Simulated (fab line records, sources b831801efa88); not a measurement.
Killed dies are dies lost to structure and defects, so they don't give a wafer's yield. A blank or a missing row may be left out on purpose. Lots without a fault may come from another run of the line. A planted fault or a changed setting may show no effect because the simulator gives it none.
fab line records | flow gf180mcu
record lots=5 wafers=15 last_day=33
route steps=602 shown V5@556 TOP_METAL@567 PASSIVATION@587
lots that met no fault: from a run of the same line without faults
start_h: hours from the record's first day to the start of the lot's first wafer shown | wait_h: hours since the lot's step before | " the same as in the row above | L1.1+2: a row that stands for several wafers | - no value, or no start given | * or withheld: withheld | < > ~ a bound
route shown NAME@n: a module of which the file shows steps, and the number in the route of the first | usual: mean/standard deviation of fault-free wafers | same: alike in all rows | chamber/n: place in a boat | sites: the reading at each site | _std_site: their standard deviation | _edge_site: outer sites' mean less inner sites' | radius_mm: how far each site lies from the wafer's centre | mask NAME#n: copy n | behind: the tool/chamber that last shaped the wafer | hold: why the lot was held/for how many hours/how that ended | device: the transistor (n, p or np) that didn't switch | end of line: the same wafers' tests at the end of the route | a step without rows: its recipe alone | killed: dies lost to structure and defects at the first sort, not the wafer's yield | map: a wafer's dies, x killed, . not, _ none there
set.NAME: the setting as run; set.NAME@STEP: as run at that earlier step | model.NAME: the simulator's own value behind a step, which no gauge read
lots at some steps of the route; a table a step, a row a wafer
services: from which hour (start_h, from the record's first day; less than 0 if before it) a tool's chamber was out of use, for how many hours, and why
## steps
# step GF_V5_ETCH_16
# recipe chemistry=N2/H2 target_depth_a=withheld overetch_a=withheld time_s=withheld target=BARC ion_energy_ev=200 source_w=500 bias_w=100 pressure_mtorr=30 n2_flow_sccm=100 h2_flow_sccm=200
# usual drypump_motor_current_A=5.6/0.48 oes_product_au=0.854/0.0046 throttle_valve_pct=13.225/0.0088
# columns lot.wafer tool chamber start_h wait_h drypump_motor_current_A oes_product_au throttle_valve_pct
L076.2 rie_diel-04 1 632.46 0.0 5.4 0.859 13.219
L076.3 " 0 " " 4.9 0.857 13.236
L076.4 " 2 " " 5.1 0.853 13.214
L080.1 rie_diel-02 0 670.77 0.0 5.2 0.850 13.228
L080.4 " 2 " " 5.7 0.854 13.219
L080.6 " 2 " " 5.7 0.861 13.230
L087.1 rie_diel-01 3 732.57 0.0 6.2 0.848 13.206
L087.4 " 3 " " 6.2 0.860 13.224
L087.5 " 0 " " 6.4 0.856 13.228
L088.1 rie_diel-04 2 733.11 0.0 5.1 0.855 13.227
L088.4 " 3 " " 5.9 0.853 13.223
L088.5 " 0 " " 4.9 0.855 13.224
L092.1 rie_diel-01 0 758.26 0.0 6.3 0.848 13.230
L092.5 " 3 " " 6.2 0.853 13.236
L092.6 " 0 " " 6.4 0.863 13.232
# step GF_V5_ETCH_17
# recipe chemistry=C4F8/O2/Ar mask_material=KrF target=SiO2 stop_on=TiN source_w=1500 bias_w=1200 pressure_mtorr=40 c4f8_flow_sccm=withheld O2_flow_sccm=6 Ar_flow_sccm=300 time_s=withheld target_depth_a=8550
# usual oes_product_au=0.859/0.0046
# columns lot.wafer tool chamber start_h wait_h oes_product_au
L076.2 rie_diel-04 1 - - 0.861
L076.3 " 0 " " 0.856
L076.4 " 2 " " 0.865
L080.1 rie_diel-02 0 - - 0.862
L080.4 " 2 " " 0.862
L080.6 " 2 " " 0.864
L087.1 rie_diel-01 3 - - 0.861
L087.4 " 3 " " 0.857
L087.5 " 0 " " 0.855
L088.1 rie_diel-04 2 - - 0.862
L088.4 " 3 " " 0.866
L088.5 " 0 " " 0.859
L092.1 rie_diel-01 0 - - 0.862
L092.5 " 3 " " 0.865
L092.6 " 0 " " 0.848
# step GF_V5_STRIP_18
# recipe chemistry=O2/N2 power_w=1400 pressure_mtorr=1500 platen_temp_c=250 o2_flow_sccm=3000 n2_flow_sccm=300 overash_fraction=0.5
# usual drypump_motor_current_A=5.7/0.31 heater_power_w=343/25 oes_product_au=0.567/0.0044
# columns lot.wafer tool chamber start_h wait_h drypump_motor_current_A heater_power_w oes_product_au rf_hours_counter_h
L076.2 plasma_asher-03 0 632.62 - 5.9 328 0.568 23
L076.3 " 1 " " 6.0 353 0.564 -
L076.4 " 0 " " 5.9 323 0.563 -
L080.1 plasma_asher-03 1 670.92 - 6.0 345 0.567 26
L080.4 " 0 " " 5.9 321 0.570 -
L080.6 " 1 " " 6.0 349 0.570 -
L087.1 plasma_asher-03 1 732.72 - 6.0 347 0.566 31
L087.4 " 0 " " 5.9 337 0.559 -
L087.5 " 1 " " 6.0 350 0.559 -
L088.1 plasma_asher-01 1 733.27 - 5.2 328 0.570 108
L088.4 " 0 " " 5.6 376 0.568 -
L088.5 " 1 " " 5.3 327 0.565 -
L092.1 plasma_asher-03 1 758.41 - 6.0 356 0.566 34
L092.5 " 0 " " 5.9 327 0.571 -
L092.6 " 1 " " 6.0 359 0.565 -
# step GF_V5_STRIP_19
# recipe chemistry=post_etch_residue_remover time_s=1200 temp_c=72.5
# columns lot.wafer tool chamber start_h wait_h
L076.2+3+4 wet_bench-02 3 632.72 0.1
L080.1+4+6 wet_bench-01 3 671.02 0.1
L087.1+4+5 wet_bench-02 0 732.82 0.1
L088.1+4+5 wet_bench-02 3 733.37 0.1
L092.1+5+6 wet_bench-02 3 758.51 0.1
# step GF_V5_CLEAN_20
# recipe chemistry=DIW dry=n2_spin
# columns lot.wafer tool chamber start_h wait_h
L076.2+3+4 wet_bench-03 0 633.09 0.0
L080.1+4+6 wet_bench-02 0 671.40 0.0
L087.1+4+5 wet_bench-01 2 733.16 0.0
L088.1+4+5 wet_bench-03 1 733.71 0.0
L092.1+5+6 wet_bench-01 2 758.89 0.0
# step GF_V5_SPUTTER_21
# recipe material=Ti target_thk_nm=15 chamber_pressure_pa=5 power_w=2500 substrate_temp_c=200 time_s=80.02
# usual throttle_valve_pct=29.5/0.75
# columns lot.wafer tool chamber start_h wait_h throttle_valve_pct
L076.2 pvd_sputter-03 - 633.18 0.0 28.9
L076.3 " - " " 30.9
L076.4 " - " " 29.3
L080.1 pvd_sputter-02 - 671.49 0.0 29.8
L080.4 " - " " 29.5
L080.6 " - " " 30.9
L087.1 pvd_sputter-04 - 733.26 0.0 28.9
L087.4 " - " " 30.6
L087.5 " - " " 30.7
L088.1 pvd_sputter-02 - 733.91 0.0 29.3
L088.4 " - " " 29.6
L088.5 " - " " 29.5
L092.1 pvd_sputter-04 - 759.00 0.0 29.1
L092.5 " - " " 29.0
L092.6 " - " " 28.9
# step GF_V5_SPUTTER_22
# recipe material=TiN target_thk_nm=10 chamber_pressure_pa=5 power_w=4000 time_s=40
# usual throttle_valve_pct=29.5/0.74
# columns lot.wafer tool chamber start_h wait_h throttle_valve_pct
L076.2 pvd_sputter-03 - 633.24 0.0 29.0
L076.3 " - " " 30.4
L076.4 " - " " 29.1
L080.1 pvd_sputter-02 - 671.55 0.0 29.8
L080.4 " - " " 29.3
L080.6 " - " " 31.0
L087.1 pvd_sputter-04 - 733.33 0.0 28.9
L087.4 " - " " 30.8
L087.5 " - " " 30.7
L088.1 pvd_sputter-02 - 733.97 0.0 29.5
L088.4 " - " " 29.7
L088.5 " - " " 29.5
L092.1 pvd_sputter-04 - 759.06 0.0 29.1
L092.5 " - " " 28.8
L092.6 " - " " 28.7
# step GF_V5_CVD_23
# recipe material=W target_thk_nm=350 time_s=104.9 temp_c=400 pressure_torr=40
# usual heater_power_outer_w=571/59 heater_power_w=905/50
# columns lot.wafer tool chamber start_h wait_h heater_power_outer_w heater_power_w
L076.2 cvd_w-02 1 633.28 0.0 610 974
L076.3 " 1 " " 590 955
L076.4 " 0 " " 458 830
L080.1 cvd_w-02 1 671.59 0.0 619 953
L080.4 " 1 " " 605 968
L080.6 " 0 " " 476 833
L087.1 cvd_w-02 0 733.37 0.0 457 870
L087.4 " 0 " " 459 840
L087.5 " 1 " " 596 981
L088.1 cvd_w-01 1 734.01 0.0 615 923
L088.4 " 1 " " 605 945
L088.5 " 1 " " 623 942
L092.1 cvd_w-01 0 759.10 0.0 588 879
L092.5 " 0 " " 588 873
L092.6 " 1 " " 617 934
# step GF_V5_RS_MEAS_24
# recipe thk_meas_gauge=four-point-probe reads=W_of_V5_CVD_23+TiN_of_V5_SPUTTER_22+Ti_of_V5_SPUTTER_21
# usual V5_W_RS=0.3261/0.0028
# columns lot.wafer tool chamber start_h wait_h V5_W_RS[ohm/sq]
L076.2 film_metro-02 - 633.41 0.1 0.3222
L076.3 " - " " 0.3215
L076.4 " - " " 0.3214
L080.1 film_metro-03 - 671.70 0.1 0.3285
L080.4 " - " " 0.3247
L080.6 " - " " 0.3259
L087.1 film_metro-02 - 733.48 0.1 0.3245
L087.4 " - " " 0.3218
L087.5 " - " " 0.3219
L088.1 film_metro-02 - 734.12 0.1 0.3242
L088.4 " - " " 0.3196
L088.5 " - " " 0.3233
L092.1 film_metro-03 - 759.21 0.1 0.3274
L092.5 " - " " 0.3277
L092.6 " - " " 0.3271
# step GF_V5_THK_MEAS_25
# recipe thk_meas_gauge=xrf reads=W_of_V5_CVD_23
# usual V5_W_THK=359/4
# columns lot.wafer tool chamber start_h wait_h V5_W_THK[nm]
L076.2 film_metro-02 - 633.52 0.1 365
L076.3 " - " " 369
L076.4 " - " " 367
L080.1 film_metro-03 - 671.82 0.1 361
L080.4 " - " " 366
L080.6 " - " " 366
L087.1 film_metro-02 - 733.60 0.1 361
L087.4 " - " " 361
L087.5 " - " " 364
L088.1 film_metro-02 - 734.24 0.1 359
L088.4 " - " " 366
L088.5 " - " " 362
L092.1 film_metro-03 - 759.33 0.1 355
L092.5 " - " " 355
L092.6 " - " " 355
# step GF_V5_CMP_26
# recipe stop_on=SiO2 down_force_psi=3.5 platen_rpm=60 t_overpolish_s=15 target_thk_nm=0 pad_velocity_m_s=0.94248
# usual motor_current_A=10.7/0.87 overpolish_run_s=14.999/0.0086 slurry_flow_ml_min=149.9/0.5 time_to_endpoint_s=84/3.6
# columns lot.wafer tool chamber start_h wait_h motor_current_A overpolish_run_s slurry_flow_ml_min time_to_endpoint_s
L076.2 cmp-01 2 633.62 0.1 11.6 15.014 149.8 87
L076.3 " 3 " " 9.6 14.994 150.4 88
L076.4 " 0 " " 10.2 14.990 150.4 82
L080.4 cmp-01 0 671.88 0.0 10.5 14.997 148.7 81
L080.1 " 2 " " 11.3 15.002 150.6 87
L080.6 " 0 " " 10.0 15.001 150.0 81
L087.1 cmp-01 0 733.71 0.1 9.9 15.007 150.3 74
L087.4 " 2 " " 11.8 15.008 150.1 82
L087.5 " 3 " " 9.6 15.005 149.9 80
L088.4 cmp-01 0 734.35 0.1 10.1 14.993 150.0 84
L088.1 " 2 " " 11.3 15.002 149.9 89
L088.5 " 0 " " 10.7 15.002 149.6 79
L092.1 cmp-01 2 759.54 0.2 11.0 15.000 150.1 87
L092.6 " 3 " " 9.7 14.987 150.7 81
L092.5 " 0 " " 9.9 14.997 149.6 80
# step GF_TOP_METAL_SPUTTER_00
# recipe material=Ti target_thk_nm=37.5 arriving_ion_energy_ev=80 substrate_temp_c=200 chamber_pressure_pa=2 power_w=4000 time_s=150
# usual throttle_valve_pct=29.9/1.5
# columns lot.wafer tool chamber start_h wait_h throttle_valve_pct
L076.2 pvd_sputter-01 - 633.87 0.2 32.7
L076.3 " - " " 30.1
L076.4 " - " " 30.7
L080.1 pvd_sputter-03 - 672.18 0.1 30.8
L080.4 " - " " 29.3
L080.6 " - " " 29.0
L087.1 pvd_sputter-01 - 733.96 0.2 30.7
L087.4 " - " " 26.9
L087.5 " - " " 30.7
L088.1 pvd_sputter-01 - 734.60 0.1 30.7
L088.4 " - " " 32.5
L088.5 " - " " 30.1
L092.1 pvd_sputter-01 - 759.69 0.1 30.6
L092.5 " - " " 30.7
L092.6 " - " " 26.9
# step GF_TOP_METAL_SPUTTER_01
# recipe material=TiN target_thk_nm=30 power_w=6500 time_s=25 chamber_pressure_pa=0.4
# usual throttle_valve_pct=29.9/1.5
# columns lot.wafer tool chamber start_h wait_h throttle_valve_pct
L076.2 pvd_sputter-01 - 633.97 0.1 32.5
L076.3 " - " " 30.2
L076.4 " - " " 30.5
L080.1 pvd_sputter-03 - 672.28 0.1 30.6
L080.4 " - " " 29.3
L080.6 " - " " 28.7
L087.1 pvd_sputter-01 - 734.06 0.1 30.7
L087.4 " - " " 27.0
L087.5 " - " " 30.6
L088.1 pvd_sputter-01 - 734.70 0.1 30.4
L088.4 " - " " 32.7
L088.5 " - " " 30.6
L092.1 pvd_sputter-01 - 759.79 0.1 31.0
L092.5 " - " " 30.7
L092.6 " - " " 26.9
# step GF_TOP_METAL_SPUTTER_02
# recipe material=AlCu target_thk_nm=900 power_w=10600 chamber_pressure_pa=0.3 substrate_temp_c=250 gas=Ar time_s=47.82
# usual throttle_valve_pct=29.9/1.5
# columns lot.wafer tool chamber start_h wait_h throttle_valve_pct
L076.2 pvd_sputter-01 - 634.01 0.0 32.4
L076.3 " - " " 30.3
L076.4 " - " " 30.5
L080.1 pvd_sputter-03 - 672.31 0.0 30.8
L080.4 " - " " 29.3
L080.6 " - " " 28.9
L087.1 pvd_sputter-01 - 734.09 0.0 30.6
L087.4 " - " " 27.1
L087.5 " - " " 30.4
L088.1 pvd_sputter-01 - 734.73 0.0 30.9
L088.4 " - " " 32.5
L088.5 " - " " 30.3
L092.1 pvd_sputter-01 - 759.82 0.0 30.9
L092.5 " - " " 30.4
L092.6 " - " " 27.0
# step GF_TOP_METAL_SPUTTER_03
# recipe material=Ti target_thk_nm=5 substrate_temp_c=300 chamber_pressure_pa=0.3 power_w=3000 time_s=3.3
# usual throttle_valve_pct=29.9/1.5
# columns lot.wafer tool chamber start_h wait_h throttle_valve_pct
L076.2 pvd_sputter-01 - 634.05 0.0 32.2
L076.3 " - " " 30.3
L076.4 " - " " 30.6
L080.1 pvd_sputter-03 - 672.35 0.0 30.6
L080.4 " - " " 28.8
L080.6 " - " " 29.1
L087.1 pvd_sputter-01 - 734.14 0.0 31.0
L087.4 " - " " 27.1
L087.5 " - " " 30.4
L088.1 pvd_sputter-01 - 734.77 0.0 30.8
L088.4 " - " " 32.5
L088.5 " - " " 30.3
L092.1 pvd_sputter-01 - 759.86 0.0 30.6
L092.5 " - " " 30.7
L092.6 " - " " 26.9
# step GF_TOP_METAL_SPUTTER_04
# recipe material=TiN target_thk_nm=25 power_w=6500 time_s=20.8 chamber_pressure_pa=0.4
# usual throttle_valve_pct=29.9/1.5
# columns lot.wafer tool chamber start_h wait_h throttle_valve_pct
L076.2 pvd_sputter-01 - 634.07 0.0 32.4
L076.3 " - " " 30.6
L076.4 " - " " 30.7
L080.1 pvd_sputter-03 - 672.37 0.0 30.8
L080.4 " - " " 28.9
L080.6 " - " " 28.8
L087.1 pvd_sputter-01 - 734.15 0.0 30.9
L087.4 " - " " 26.9
L087.5 " - " " 30.2
L088.1 pvd_sputter-01 - 734.79 0.0 30.8
L088.4 " - " " 32.3
L088.5 " - " " 30.3
L092.1 pvd_sputter-01 - 759.88 0.0 30.6
L092.5 " - " " 30.7
L092.6 " - " " 26.8
# step GF_TOP_METAL_RS_MEAS_05
# recipe thk_meas_gauge=four-point-probe reads=TiN_of_TOP_METAL_SPUTTER_04+Ti_of_TOP_METAL_SPUTTER_03+AlCu_of_TOP_METAL_SPUTTER_02+TiN_of_TOP_METAL_SPUTTER_01+Ti_of_TOP_METAL_SPUTTER_00
# usual TOP_METAL_ALCU_RS=0.0328/0.00032
# columns lot.wafer tool chamber start_h wait_h TOP_METAL_ALCU_RS[ohm/sq]
L076.2 film_metro-01 - 634.12 0.0 0.0328
L076.3 " - " " 0.0328
L076.4 " - " " 0.0329
L080.1 film_metro-01 - 672.40 0.0 0.0328
L080.4 " - " " 0.0329
L080.6 " - " " 0.0331
L087.1 film_metro-04 - 734.18 0.0 0.0330
L087.4 " - " " 0.0325
L087.5 " - " " 0.0330
L088.1 film_metro-04 - 734.82 0.0 0.0333
L088.4 " - " " 0.0326
L088.5 " - " " 0.0328
L092.1 film_metro-01 - 759.91 0.0 0.0332
L092.5 " - " " 0.0332
L092.6 " - " " 0.0328
# step GF_TOP_METAL_THK_MEAS_06
# recipe thk_meas_gauge=xrf reads=AlCu_of_TOP_METAL_SPUTTER_02
# usual TOP_METAL_ALCU_THK=904/10
# columns lot.wafer tool chamber start_h wait_h TOP_METAL_ALCU_THK[nm]
L076.2 film_metro-01 - 634.23 0.1 906
L076.3 " - " " 908
L076.4 " - " " 899
L080.1 film_metro-01 - 672.52 0.1 907
L080.4 " - " " 903
L080.6 " - " " 899
L087.1 film_metro-04 - 734.30 0.1 898
L087.4 " - " " 909
L087.5 " - " " 893
L088.1 film_metro-04 - 734.94 0.1 890
L088.4 " - " " 910
L088.5 " - " " 896
L092.1 film_metro-01 - 760.03 0.1 897
L092.5 " - " " 896
L092.6 " - " " 911
# step GF_TOP_METAL_DEHYDRATE_07
# recipe temp_c=200 time_s=60
# columns lot.wafer tool chamber start_h wait_h
L076.2+3+4 litho_track-01 0 643.38 9.1
L080.1+4+6 litho_track-02 0 681.11 8.6
L087.1+4+5 litho_track-02 0 742.11 7.8
L088.1+4+5 litho_track-01 0 742.46 7.5
L092.1+5+6 litho_track-01 0 767.61 7.6
# step GF_TOP_METAL_HMDS_08
# recipe prime_time_s=60 prime_temp_c=120
# columns lot.wafer tool chamber start_h wait_h
L076.2+3+4 litho_track-01 0 643.53 0.1
L080.1+4+6 litho_track-02 0 681.26 0.1
L087.1+4+5 litho_track-02 0 742.26 0.1
L088.1+4+5 litho_track-01 0 742.61 0.1
L092.1+5+6 litho_track-01 0 767.76 0.1
# step GF_TOP_METAL_COAT_09
# recipe resist=NOVOLAK spin_rpm=3000 resist_thk_nm=1500
# columns lot.wafer tool chamber start_h wait_h
L076.2+3+4 litho_track-01 0 643.68 0.1
L080.1+4+6 litho_track-02 0 681.41 0.1
L087.1+4+5 litho_track-02 0 742.41 0.1
L088.1+4+5 litho_track-01 0 742.76 0.1
L092.1+5+6 litho_track-01 0 767.91 0.1
# step GF_TOP_METAL_SOFTBAKE_10
# recipe temp_c=90 time_s=60 resist=NOVOLAK
# columns lot.wafer tool chamber start_h wait_h
L076.2+3+4 litho_track-01 0 643.83 0.1
L080.1+4+6 litho_track-02 0 681.56 0.1
L087.1+4+5 litho_track-02 0 742.56 0.1
L088.1+4+5 litho_track-01 0 742.91 0.1
L092.1+5+6 litho_track-01 0 768.06 0.1
# step GF_TOP_METAL_EXPOSE_11
# recipe mask_id=MetalTop target_cd_nm=440 na=0.6 source_shape=conventional sigma_outer=0.6 dose_mj=170
# usual exposure_dose_mJ_cm2=170.03/0.16 stage_vel_mm_s=500.04/0.25
# columns lot.wafer tool chamber start_h wait_h mask exposure_dose_mJ_cm2 stage_vel_mm_s
L076.2 iline_stepper-02 0 - - MetalTop#0 170.18 499.87
L076.3 " 0 " " MetalTop#0 170.04 500.04
L076.4 " 0 " " MetalTop#0 169.97 499.94
L080.1 iline_stepper-02 0 - - MetalTop#0 170.09 499.84
L080.4 " 0 " " MetalTop#0 170.27 500.18
L080.6 " 0 " " MetalTop#0 169.97 500.09
L087.1 iline_stepper-02 0 - - MetalTop#0 170.08 500.14
L087.4 " 0 " " MetalTop#0 169.66 499.91
L087.5 " 0 " " MetalTop#0 169.99 500.16
L088.1 iline_stepper-02 0 - - MetalTop#0 169.72 499.99
L088.4 " 0 " " MetalTop#0 169.93 499.87
L088.5 " 0 " " MetalTop#0 169.86 500.04
L092.1 iline_stepper-01 0 - - MetalTop#0 169.86 500.42
L092.5 " 0 " " MetalTop#0 170.01 500.10
L092.6 " 0 " " MetalTop#0 170.20 500.43
# step GF_TOP_METAL_PEB_12
# recipe temp_c=withheld time_s=* resist=NOVOLAK
# columns lot.wafer tool chamber start_h wait_h
L076.2+3+4 litho_track-03 0 - -
L080.1+4+6 litho_track-01 0 - -
L087.1+4+5 litho_track-02 0 - -
L088.1+4+5 litho_track-01 0 - -
L092.1+5+6 litho_track-02 0 - -
# step GF_TOP_METAL_DEVELOP_13
# recipe develop_time_s=60 dev_temp_c=23
# columns lot.wafer tool chamber start_h wait_h
L076.2+3+4 litho_track-03 0 653.53 0.1
L080.1+4+6 litho_track-01 0 690.51 0.1
L087.1+4+5 litho_track-02 0 750.81 0.1
L088.1+4+5 litho_track-01 0 751.31 0.1
L092.1+5+6 litho_track-02 0 776.06 0.1
# step GF_TOP_METAL_CD_MEAS_14
# recipe target_cd_nm=440
# usual cd_nm=440.6/2.2
# columns lot.wafer tool chamber start_h wait_h cd_nm
L076.2 cd_sem-01 - 653.75 0.2 442.2
L076.3 " - " " 441.5
L076.4 " - " " 440.2
L080.1 cd_sem-02 - 690.66 0.1 442.2
L080.4 " - " " 444.3
L080.6 " - " " 444.9
L087.1 cd_sem-02 - 750.96 0.1 440.9
L087.4 " - " " 439.1
L087.5 " - " " 441.1
L088.1 cd_sem-01 - 751.46 0.1 441.8
L088.4 " - " " 442.2
L088.5 " - " " 442.1
L092.1 cd_sem-02 - 776.21 0.1 440.6
L092.5 " - " " 440.5
L092.6 " - " " 441.7
# step GF_TOP_METAL_OVL_MEAS_15
# usual TOP_METAL_OVL=-0.6/1.4
# columns lot.wafer tool chamber start_h wait_h TOP_METAL_OVL[nm]
L076.2 overlay-02 - 653.85 0.1 0.2
L076.3 " - " " 0.6
L076.4 " - " " 1.2
L080.1 overlay-01 - 690.78 0.1 -0.6
L080.4 " - " " -1.1
L080.6 " - " " -1.1
L087.1 overlay-01 - 751.08 0.1 -1.9
L087.4 " - " " -0.6
L087.5 " - " " -1.0
L088.1 overlay-02 - 751.58 0.1 0.4
L088.4 " - " " -0.4
L088.5 " - " " 0.4
L092.1 overlay-01 - 776.33 0.1 -0.2
L092.5 " - " " 0.8
L092.6 " - " " 0.6
# step GF_TOP_METAL_METAL_ETCH_16
# recipe chemistry=Cl2/BCl3 mask_material=NOVOLAK target_depth_nm=1197 stop_on=SiO2 pressure_mtorr=8 icp_w=800 bias_w=140 Cl2_flow_sccm=80 bcl3_flow_sccm=40 time_s=199.5
# usual drypump_motor_current_A=5.96/0.25 oes_product_au=0.988/0.0066 throttle_valve_pct=28.231/0.0096
# columns lot.wafer tool chamber start_h wait_h drypump_motor_current_A oes_product_au rf_hours_counter_h throttle_valve_pct
L076.2 rie_metal-04 0 653.88 0.0 5.72 0.985 11 28.236
L076.3 " 1 " " 6.32 0.987 - 28.244
L076.4 " 0 " " 5.72 0.990 - 28.225
L080.1 rie_metal-02 0 690.81 0.0 6.17 0.989 6 28.230
L080.4 " 0 " " 6.17 0.987 - 28.236
L080.6 " 0 " " 6.17 0.984 - 28.232
L087.1 rie_metal-01 0 751.11 0.0 6.09 0.998 13 28.228
L087.4 " 0 " " 6.07 0.993 - 28.227
L087.5 " 1 " " 5.96 0.997 - 28.219
L088.1 rie_metal-04 0 751.61 0.0 5.71 0.987 15 28.242
L088.4 " 0 " " 5.70 0.994 - 28.226
L088.5 " 0 " " 5.71 0.988 - 28.234
L092.1 rie_metal-04 1 776.36 0.0 6.30 0.978 12 28.238
L092.5 " 0 " " 5.72 0.977 - 28.236
L092.6 " 1 " " 6.31 0.974 - 28.230
# step GF_TOP_METAL_STRIP_17
# recipe chemistry=O2/N2 power_w=1400 pressure_mtorr=1500 platen_temp_c=250 o2_flow_sccm=3000 n2_flow_sccm=300 overash_fraction=0.5
# usual drypump_motor_current_A=5.4/0.32 heater_power_w=341/28 oes_product_au=0.710/0.0042 strip_time_to_endpoint_s=12.92/0.089
# columns lot.wafer tool chamber start_h wait_h drypump_motor_current_A heater_power_w oes_product_au rf_hours_counter_h strip_time_to_endpoint_s
L076.2 plasma_asher-04 1 654.07 0.1 5.2 368 0.704 61 12.99
L076.3 " 0 " " 5.7 311 0.707 - 12.93
L076.4 " 1 " " 5.2 380 0.713 - 12.92
L080.1 plasma_asher-01 0 691.00 0.1 5.7 383 0.717 103 12.96
L080.4 " 0 " " 5.7 389 0.712 - 12.99
L080.6 " 0 " " 5.7 379 0.711 - 12.99
L087.1 plasma_asher-02 1 751.30 0.1 5.6 349 0.707 99 12.83
L087.4 " 0 " " 4.8 310 0.714 - 12.79
L087.5 " 1 " " 5.6 338 0.703 - 12.87
L088.1 plasma_asher-01 1 751.80 0.1 5.3 318 0.701 1 12.91
L088.4 " 0 " " 5.7 366 0.715 - 12.84
L088.5 " 0 " " 5.7 360 0.707 - 12.89
L092.1 plasma_asher-01 1 776.55 0.1 5.3 314 0.710 3 13.03
L092.5 " 0 " " 5.7 355 0.709 - 13.12
L092.6 " 1 " " 5.3 318 0.713 - 13.06
# step GF_TOP_METAL_STRIP_18
# recipe chemistry=post_etch_residue_remover time_s=1200 temp_c=72.5
# columns lot.wafer tool chamber start_h wait_h
L076.2+3+4 wet_bench-03 3 654.17 0.1
L080.1+4+6 wet_bench-02 3 691.10 0.1
L087.1+4+5 wet_bench-02 2 751.40 0.1
L088.1+4+5 wet_bench-02 2 751.90 0.1
L092.1+5+6 wet_bench-03 0 776.65 0.1
# step GF_TOP_METAL_CLEAN_19
# recipe chemistry=DIW dry=n2_spin
# columns lot.wafer tool chamber start_h wait_h
L076.2+3+4 wet_bench-04 3 654.55 0.0
L080.1+4+6 wet_bench-04 2 691.44 0.0
L087.1+4+5 wet_bench-04 0 751.78 0.0
L088.1+4+5 wet_bench-04 0 752.28 0.0
L092.1+5+6 wet_bench-04 3 777.00 0.0
# step GF_PASSIVATION_CVD_00
# recipe material=SiO2 target_thk_nm=1000 precursor=TEOS temp_c=400 time_s=111.95 rf_w=600
# usual heater_power_outer_w=374/50 heater_power_w=651/80
# columns lot.wafer tool chamber start_h wait_h heater_power_outer_w heater_power_w
L076.2 pecvd-04 0 654.64 0.0 351 586
L076.3 " 1 " " 292 591
L076.4 " 2 " " 376 636
L080.1 pecvd-04 0 691.54 0.0 401 649
L080.4 " 0 " " 300 505
L080.6 " 2 " " 403 662
L087.1 pecvd-03 1 751.88 0.0 346 637
L087.4 " 1 " " 383 678
L087.5 " 0 " " 498 822
L088.1 pecvd-04 1 752.38 0.0 317 616
L088.4 " 1 " " 229 495
L088.5 " 2 " " 361 607
L092.1 pecvd-04 0 777.10 0.0 345 586
L092.5 " 2 " " 366 624
L092.6 " 0 " " 383 606
# step GF_PASSIVATION_THK_MEAS_01
# recipe reads=SiO2_of_PASSIVATION_CVD_00
# usual PASSIVATION_CVD_00_THK=996/14
# columns lot.wafer tool chamber start_h wait_h PASSIVATION_CVD_00_THK[nm]
L076.2 film_metro-01 - 654.73 0.0 988
L076.3 " - " " 1001
L076.4 " - " " 998
L080.1 film_metro-01 - 691.62 0.0 1010
L080.4 " - " " 1004
L080.6 " - " " 1022
L087.1 film_metro-03 - 751.96 0.0 980
L087.4 " - " " 995
L087.5 " - " " 1004
L088.1 film_metro-01 - 752.45 0.0 995
L088.4 " - " " 1011
L088.5 " - " " 1008
L092.1 film_metro-04 - 777.18 0.0 1006
L092.5 " - " " 1008
L092.6 " - " " 1007
# step GF_PASSIVATION_CVD_02
# recipe material=Si3N4 target_thk_nm=700 time_s=486.18 temp_c=400 rf_w=450
# usual heater_power_outer_w=416/56 heater_power_w=719/88
# columns lot.wafer tool chamber start_h wait_h heater_power_outer_w heater_power_w
L076.2 pecvd-02 2 654.78 0.0 418 734
L076.3 " 0 " " 419 661
L076.4 " 0 " " 431 694
L080.1 pecvd-03 2 691.68 0.1 435 818
L080.4 " 0 " " 533 887
L080.6 " 1 " " 331 613
L087.1 pecvd-02 0 752.02 0.1 378 596
L087.4 " 1 " " 441 699
L087.5 " 0 " " 397 649
L088.1 pecvd-03 2 752.51 0.1 434 799
L088.4 " 1 " " 446 745
L088.5 " 0 " " 413 719
L092.1 pecvd-03 1 777.24 0.1 368 674
L092.5 " 1 " " 389 693
L092.6 " 2 " " 472 867
# step GF_PASSIVATION_THK_MEAS_03
# recipe reads=Si3N4_of_PASSIVATION_CVD_02
# usual PASSIVATION_CVD_02_THK=696/11
# columns lot.wafer tool chamber start_h wait_h PASSIVATION_CVD_02_THK[nm]
L076.2 film_metro-01 - 655.07 0.2 703
L076.3 " - " " 701
L076.4 " - " " 713
L080.1 film_metro-01 - 691.97 0.1 671
L080.4 " - " " 687
L080.6 " - " " 696
L087.1 film_metro-04 - 752.30 0.1 697
L087.4 " - " " 707
L087.5 " - " " 705
L088.1 film_metro-03 - 752.80 0.1 685
L088.4 " - " " 707
L088.5 " - " " 690
L092.1 film_metro-01 - 777.52 0.1 701
L092.5 " - " " 720
L092.6 " - " " 697
# step GF_PASSIVATION_DEHYDRATE_04
# recipe temp_c=200 time_s=60
# columns lot.wafer tool chamber start_h wait_h
L076.2+3+4 litho_track-03 0 664.08 9.0
L080.1+4+6 litho_track-02 0 700.31 8.3
L087.1+4+5 litho_track-02 0 759.96 7.6
L088.1+4+5 litho_track-02 0 760.61 7.8
L092.1+5+6 litho_track-03 0 784.91 7.4
# step GF_PASSIVATION_HMDS_05
# recipe prime_time_s=60 prime_temp_c=120
# columns lot.wafer tool chamber start_h wait_h
L076.2+3+4 litho_track-03 0 664.23 0.1
L080.1+4+6 litho_track-02 0 700.46 0.1
L087.1+4+5 litho_track-02 0 760.11 0.1
L088.1+4+5 litho_track-02 0 760.76 0.1
L092.1+5+6 litho_track-03 0 785.06 0.1
## services
# columns tool chamber start_h hours kind
iline_stepper-02 - 612.51 1.7 pm
rie_diel-01 2 616.85 13.5 repair
rie_diel-04 - 622.68 4.3 pm
cmp-01 - 658.91 1.4 repair
rie_diel-04 0 661.14 4.4 repair
plasma_asher-03 - 665.84 1.6 repair
pecvd-03 0 666.35 10.4 repair
rie_diel-01 3 670.85 9.6 repair
plasma_asher-03 - 676.18 14.6 pm
rie_diel-01 1 680.33 12.6 repair
rie_diel-04 - 710.98 14.6 pm
rie_diel-01 1 711.96 29.0 repair
pvd_sputter-03 - 716.71 14.6 repair
pvd_sputter-03 - 733.08 2.4 repair
plasma_asher-01 - 733.75 9.0 pm
rie_diel-04 0 736.54 3.9 repair
wet_bench-03 - 738.52 2.4 repair
rie_diel-01 - 747.81 10.0 pm
plasma_asher-01 - 752.68 1.8 repair
rie_diel-01 3 763.04 5.8 repair
plasma_asher-01 - 763.49 2.2 repair
rie_diel-01 1 774.78 4.7 repair
rie_diel-04 3 779.82 5.0 repair
plasma_asher-01 - 780.28 1.9 repair
## key
fault none
